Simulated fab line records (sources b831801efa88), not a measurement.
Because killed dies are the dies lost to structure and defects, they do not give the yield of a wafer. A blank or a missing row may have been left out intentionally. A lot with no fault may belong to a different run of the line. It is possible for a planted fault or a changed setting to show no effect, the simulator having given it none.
Which of the tools did it? :: flow sfq-line :: Sampling: 14 lots, 42 wafers, 5 of 325 route steps

WHAT THE GAUGES READ, wafer by wafer
SFQ_M0_OVL_MEAS_906. Usual: M0_OVL 0 nm, standard deviation 4.9.
lot: L607
measured: day 14 01:47
on: overlay-01
M0_OVL (nm): 2 7 4
flag: 

lot: L608
measured: day 14 05:23
on: overlay-01
M0_OVL (nm): -3 -4 0
flag: 

lot: L609
measured: day 14 11:50
on: overlay-01
M0_OVL (nm): -11 -6 -9
flag: 

lot: L610
measured: day 14 20:15
on: overlay-01
M0_OVL (nm): -2 2 3
flag: 

lot: L611
measured: day 15 03:27
on: overlay-01
M0_OVL (nm): -2 -8 -9
flag: 

lot: L612
measured: day 15 13:02
on: overlay-02
M0_OVL (nm): -1 -3 4
flag: 

lot: L613
measured: day 15 19:02
on: overlay-02
M0_OVL (nm): 9 6 3
flag: 

lot: L614
measured: day 16 14:30
on: overlay-01
M0_OVL (nm): 0 3 -5
flag: 

lot: L615
measured: day 17 03:50
on: overlay-02
M0_OVL (nm): 1 -11 -8
flag: 

lot: L618
measured: day 17 23:02
on: overlay-01
M0_OVL (nm): 12 2 5
flag: 

lot: L619
measured: day 18 06:13
on: overlay-01
M0_OVL (nm): -4 -3 -5
flag: 

lot: L620
measured: day 18 09:50
on: overlay-01
M0_OVL (nm): 3 4 8
flag: 

lot: L623
measured: day 20 02:53
on: overlay-02
M0_OVL (nm): -3 1 -5
flag: 

lot: L624
measured: day 20 14:53
on: overlay-02
M0_OVL (nm): -9 -5 1
flag: 

SFQ_I0_OVL_MEAS_908. Usual: I0_OVL 2 nm, standard deviation 5.3.
lot: L607
measured: day 20 01:40
on: overlay-01
I0_OVL (nm): 4 3 2
flag: 

lot: L608
measured: day 20 08:52
on: overlay-02
I0_OVL (nm): 10 1 9
flag: 

lot: L609
measured: day 20 17:16
on: overlay-02
I0_OVL (nm): -6 -3 3
flag: 

lot: L610
measured: day 21 02:52
on: overlay-01
I0_OVL (nm): 1 2 2
flag: 

lot: L611
measured: day 21 10:12
on: overlay-02
I0_OVL (nm): 2 5 5
flag: 

lot: L612
measured: day 21 23:23
on: overlay-01
I0_OVL (nm): -7 -7 -7
flag: 

lot: L613
measured: day 22 05:23
on: overlay-02
I0_OVL (nm): 7 4 10
flag: 

lot: L614
measured: day 23 01:48
on: overlay-01
I0_OVL (nm): 11 10 6
flag: 

lot: L615
measured: day 23 13:37
on: overlay-01
I0_OVL (nm): 5 -8 -1
flag: 

lot: L618
measured: day 24 21:44
on: overlay-02
I0_OVL (nm): 7 3 8
flag: 

lot: L619
measured: day 25 09:29
on: overlay-01
I0_OVL (nm): 65 57 62
flag: OFF

lot: L620
measured: day 25 19:05
on: overlay-02
I0_OVL (nm): 61 71 65
flag: OFF

lot: L623
measured: day 28 01:01
on: overlay-02
I0_OVL (nm): 10 4 13
flag: 

lot: L624
measured: day 28 02:20
on: overlay-01
I0_OVL (nm): 60 67 66
flag: OFF

SFQ_I1_BOW_MEAS_912. Usual: I1_BOW 3 um, standard deviation 8.3.
lot: L607
measured: day 26 18:17
on: film-metro-03
I1_BOW (um): -6 11 -4
flag: 

lot: L608
measured: day 27 03:14
on: film-metro-01
I1_BOW (um): 2 -2 6
flag: 

lot: L609
measured: day 27 12:14
on: film-metro-04
I1_BOW (um): 12 3 0
flag: 

lot: L610
measured: day 27 21:54
on: film-metro-04
I1_BOW (um): 3 -8 -8
flag: 

lot: L611
measured: day 28 15:08
on: film-metro-01
I1_BOW (um): 3 4 2
flag: 

lot: L612
measured: day 29 05:13
on: film-metro-04
I1_BOW (um): -2 -7 1
flag: 

lot: L613
measured: day 29 11:48
on: film-metro-01
I1_BOW (um): -13 3 -6
flag: 

lot: L614
measured: day 30 08:50
on: film-metro-01
I1_BOW (um): 5 -2 -3
flag: 

lot: L615
measured: day 30 17:14
on: film-metro-04
I1_BOW (um): 12 17 16
flag: 

lot: L618
measured: day 31 20:15
on: film-metro-04
I1_BOW (um): -10 1 -8
flag: 

lot: L619
measured: day 32 07:02
on: film-metro-01
I1_BOW (um): 2 2 5
flag: 

lot: L620
measured: day 32 17:08
on: film-metro-04
I1_BOW (um): 1 -14 -1
flag: 

lot: L623
measured: day 34 17:01
on: film-metro-04
I1_BOW (um): 4 9 -3
flag: 

lot: L624
measured: day 34 22:02
on: film-metro-01
I1_BOW (um): -7 -2 -5
flag: 

TOOL THAT RAN EACH LOT (tool first, then ch and the chambers of the sampled wafers, then the start)
lot: L607
SFQ_TRILAYER_M0_STRIP_STRIP_025: rie-metal-02 ch 0,1, day 14 02:00
SFQ_TRILAYER_I0_VIA_LITHO_EXPOSE_032: krf-scanner-01 ch 0, day 20 00:10

lot: L608
SFQ_TRILAYER_M0_STRIP_STRIP_025: rie-metal-02 ch 0,1, day 14 05:36
SFQ_TRILAYER_I0_VIA_LITHO_EXPOSE_032: krf-scanner-01 ch 0, day 20 07:22

lot: L609
SFQ_TRILAYER_M0_STRIP_STRIP_025: rie-metal-03 ch 0,1, day 14 12:04
SFQ_TRILAYER_I0_VIA_LITHO_EXPOSE_032: krf-scanner-01 ch 0, day 20 15:46

lot: L610
SFQ_TRILAYER_M0_STRIP_STRIP_025: rie-metal-04 ch 1, day 14 20:51
SFQ_TRILAYER_I0_VIA_LITHO_EXPOSE_032: krf-scanner-01 ch 0, day 21 01:34

lot: L611
SFQ_TRILAYER_M0_STRIP_STRIP_025: rie-metal-02 ch 0,1, day 15 03:52
SFQ_TRILAYER_I0_VIA_LITHO_EXPOSE_032: krf-scanner-02 ch 0, day 21 09:05

lot: L612
SFQ_TRILAYER_M0_STRIP_STRIP_025: rie-metal-04 ch 1, day 15 13:27
SFQ_TRILAYER_I0_VIA_LITHO_EXPOSE_032: krf-scanner-02 ch 0, day 21 21:53

lot: L613
SFQ_TRILAYER_M0_STRIP_STRIP_025: rie-metal-04 ch 0,1, day 15 19:16
SFQ_TRILAYER_I0_VIA_LITHO_EXPOSE_032: krf-scanner-02 ch 0, day 22 03:53

lot: L614
SFQ_TRILAYER_M0_STRIP_STRIP_025: rie-metal-03 ch 0,1, day 16 14:55
SFQ_TRILAYER_I0_VIA_LITHO_EXPOSE_032: krf-scanner-02 ch 0, day 23 00:41

lot: L615
SFQ_TRILAYER_M0_STRIP_STRIP_025: rie-metal-02 ch 0,1, day 17 04:14
SFQ_TRILAYER_I0_VIA_LITHO_EXPOSE_032: krf-scanner-01 ch 0, day 23 12:31

lot: L618
SFQ_TRILAYER_M0_STRIP_STRIP_025: rie-metal-02 ch 0,1, day 17 23:26
SFQ_TRILAYER_I0_VIA_LITHO_EXPOSE_032: krf-scanner-01 ch 0, day 24 20:37

lot: L619
SFQ_TRILAYER_M0_STRIP_STRIP_025: rie-metal-02 ch 0,1, day 18 06:26
SFQ_TRILAYER_I0_VIA_LITHO_EXPOSE_032: krf-scanner-02 ch 0, day 25 07:59

lot: L620
SFQ_TRILAYER_M0_STRIP_STRIP_025: rie-metal-04 ch 0, day 18 10:48
SFQ_TRILAYER_I0_VIA_LITHO_EXPOSE_032: krf-scanner-02 ch 0, day 25 17:59

lot: L623
SFQ_TRILAYER_M0_STRIP_STRIP_025: rie-metal-03 ch 0,1, day 20 03:17
SFQ_TRILAYER_I0_VIA_LITHO_EXPOSE_032: krf-scanner-01 ch 0, day 27 23:54

lot: L624
SFQ_TRILAYER_M0_STRIP_STRIP_025: rie-metal-04 ch 0,1, day 20 15:17
SFQ_TRILAYER_I0_VIA_LITHO_EXPOSE_032: krf-scanner-02 ch 0, day 28 01:14
- SFQ_TRILAYER_M0_STRIP_STRIP_025: strips in O2.
- SFQ_TRILAYER_I0_VIA_LITHO_EXPOSE_032: exposes mask I0, target cd 500 nm.

WHAT THE TOOLS THEMSELVES READ (means of the sampled wafers that have a number; where no wafer has one, the mark that the record gives instead)
SFQ_TRILAYER_M0_STRIP_STRIP_025. Usual: drypump-motor-current-A 5.9 A, standard deviation 0.45; oes-product-au 1.002 a.u., standard deviation 0.0074.
lot: L607
tool: rie-metal-02
drypump-motor-current-A (A): 6.2
oes-product-au (a.u.): 1.002
flag: 

lot: L608
tool: rie-metal-02
drypump-motor-current-A (A): 6.1
oes-product-au (a.u.): 1.006
flag: 

lot: L609
tool: rie-metal-03
drypump-motor-current-A (A): 5.4
oes-product-au (a.u.): 0.990
flag: 

lot: L610
tool: rie-metal-04
drypump-motor-current-A (A): 6.2
oes-product-au (a.u.): 1.005
flag: 

lot: L611
tool: rie-metal-02
drypump-motor-current-A (A): 6.1
oes-product-au (a.u.): 1.010
flag: 

lot: L612
tool: rie-metal-04
drypump-motor-current-A (A): 6.2
oes-product-au (a.u.): 1.009
flag: 

lot: L613
tool: rie-metal-04
drypump-motor-current-A (A): 5.8
oes-product-au (a.u.): 1.008
flag: 

lot: L614
tool: rie-metal-03
drypump-motor-current-A (A): 5.3
oes-product-au (a.u.): 0.995
flag: 

lot: L615
tool: rie-metal-02
drypump-motor-current-A (A): 6.2
oes-product-au (a.u.): 0.998
flag: 

lot: L618
tool: rie-metal-02
drypump-motor-current-A (A): 6.2
oes-product-au (a.u.): 1.005
flag: 

lot: L619
tool: rie-metal-02
drypump-motor-current-A (A): 6.1
oes-product-au (a.u.): 0.997
flag: 

lot: L620
tool: rie-metal-04
drypump-motor-current-A (A): 5.6
oes-product-au (a.u.): 1.002
flag: 

lot: L623
tool: rie-metal-03
drypump-motor-current-A (A): 5.3
oes-product-au (a.u.): 0.995
flag: 

lot: L624
tool: rie-metal-04
drypump-motor-current-A (A): 5.8
oes-product-au (a.u.): 1.008
flag: 

SFQ_TRILAYER_I0_VIA_LITHO_EXPOSE_032. Usual: 21.305 for exposure-dose-mJ-cm2, sd 0.025.
lot: L607
tool: krf-scanner-01
exposure-dose-mJ-cm2: 21.276
flag: 

lot: L608
tool: krf-scanner-01
exposure-dose-mJ-cm2: 21.286
flag: 

lot: L609
tool: krf-scanner-01
exposure-dose-mJ-cm2: 21.306
flag: 

lot: L610
tool: krf-scanner-01
exposure-dose-mJ-cm2: 21.297
flag: 

lot: L611
tool: krf-scanner-02
exposure-dose-mJ-cm2: 21.324
flag: 

lot: L612
tool: krf-scanner-02
exposure-dose-mJ-cm2: 21.300
flag: 

lot: L613
tool: krf-scanner-02
exposure-dose-mJ-cm2: 21.312
flag: 

lot: L614
tool: krf-scanner-02
exposure-dose-mJ-cm2: 21.303
flag: 

lot: L615
tool: krf-scanner-01
exposure-dose-mJ-cm2: 21.331
flag: 

lot: L618
tool: krf-scanner-01
exposure-dose-mJ-cm2: 21.329
flag: 

lot: L619
tool: krf-scanner-02
exposure-dose-mJ-cm2: 21.324
flag: 

lot: L620
tool: krf-scanner-02
exposure-dose-mJ-cm2: 21.319
flag: 

lot: L623
tool: krf-scanner-01
exposure-dose-mJ-cm2: 21.302
flag: 

lot: L624
tool: krf-scanner-02
exposure-dose-mJ-cm2: 21.328
flag: 

THE ANSWER, worked out from the rows above alone
Rule: take the mean of a lot's wafers that have a number; if it is more than 3 standard deviations from the usual mean, the lot is off. Also off: a lot with no number at a reading for which 4 or more lots have one. All remaining lots with rows at the step are treated as sound. The gauges are gone through in route order, then the tools' own readings, and for those a lot's mean is taken as printed above. At the first step where some lot is off, the reading lying furthest off is the one used; lots without a number count as furthest.
Off: L619, L620, L624, at SFQ_I0_OVL_MEAS_908 (I0_OVL).
If a tool, at a process step before that reading, ran all the lots that are off and no sound lot after the first of them, it fits. Those tools and the gauges at SFQ_I0_OVL_MEAS_908 are tried in the same way. One candidate fits, namely krf-scanner-02 at SFQ_TRILAYER_I0_VIA_LITHO_EXPOSE_032. A fault onset in the window from L614 (day 23 00:41, its last sound lot) to L619 (day 25 07:59, its first lot off) fits.

WHAT WAS PUT IN BY THE SIMULATOR
Scanner matching overlay: krf-scanner-02, from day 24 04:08 on, at SFQ_TRILAYER_I0_VIA_LITHO_EXPOSE_032. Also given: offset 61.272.
Struck lots among those shown: L619, L620, L624. The rule above reached the same finding.
